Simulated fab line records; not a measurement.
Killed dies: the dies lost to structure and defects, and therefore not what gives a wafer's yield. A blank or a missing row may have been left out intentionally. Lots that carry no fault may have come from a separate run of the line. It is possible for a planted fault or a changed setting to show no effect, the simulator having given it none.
Chamber matching | flow gf180mcu | pecvd-04 running GF_CONTACT_CVD_02: 3 sister chambers
The step deposits SiO2 from TEOS, target thk 860 nm, time 95.992 s. 14 wafers are shown with their chamber, then 7 later ones without.

== EACH WAFER AND ITS CHAMBER ==
wafer  | chamber | heater_power_w (W) | susceptor_temp_C (C)
L394.1 | 2       | 650                | 400.10
L394.2 | 0       | 807                | 399.93
L394.3 | 1       | 581                | 399.76
L396.3 | 2       | 807                | 400.03
L396.5 | 2       | 659                | 400.07
L396.6 | 0       | 799                | 399.56
L409.2 | 2       | 701                | 400.57
L409.5 | 1       | 662                | 399.96
L409.6 | 2       | 763                | 400.02
L412.2 | 0       | 732                | 400.07
L412.4 | 1       | 696                | 400.49
L412.5 | 0       | 751                | 399.83
L413.2 | 1       | 668                | 399.93
L413.3 | 0       | 654                | 400.17

SIGNATURES (means of the wafers above)
reading          | chamber 0 | chamber 1 | chamber 2 | scatter within a chamber
heater_power_w   | 748.60    | 651.75    | 716.00    | 60.9
susceptor_temp_C | 399.9120  | 400.0350  | 400.1580  | 0.259
Rule: a wafer's distance from a chamber is the root of the sum, over the readings, of the square of ((its reading less the chamber's mean) divided by the reading's scatter). If the next closest chamber is less than 2 further off than the closest, the wafer can't be placed; otherwise it belongs to the closest. The scatter: the root of (the sum of the squares of (reading less its chamber's mean) over the shown wafers, divided by (wafers less chambers)).

== WAFERS WITH NO CHAMBER GIVEN ==
wafer  | heater_power_w (W) | susceptor_temp_C (C)
L413.4 | 735                | 399.66
L416.1 | 754                | 400.17
L416.4 | 533                | 399.99
L416.6 | 647                | 399.81
L414.2 | 643                | 399.66
L414.3 | 798                | 400.27
L414.5 | 822                | 400.32

== CHAMBER TAKEN BY EACH ==
wafer  | from the rows above          | in truth
L413.4 | can't be placed: 0 or 2 or 1 | 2
L416.1 | can't be placed: 2 or 0 or 1 | 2
L416.4 | can't be placed: 1 or 2 or 0 | 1
L416.6 | can't be placed: 1 or 0 or 2 | 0
L414.2 | can't be placed: 1 or 0 or 2 | 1
L414.3 | can't be placed: 2 or 0 or 1 | 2
L414.5 | can't be placed: 2 or 0 or 1 | 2
0 of 7 placed correctly. From these rows, 7 cannot be placed; in 7 the true chamber is one of the candidates. 0 placed wrongly.
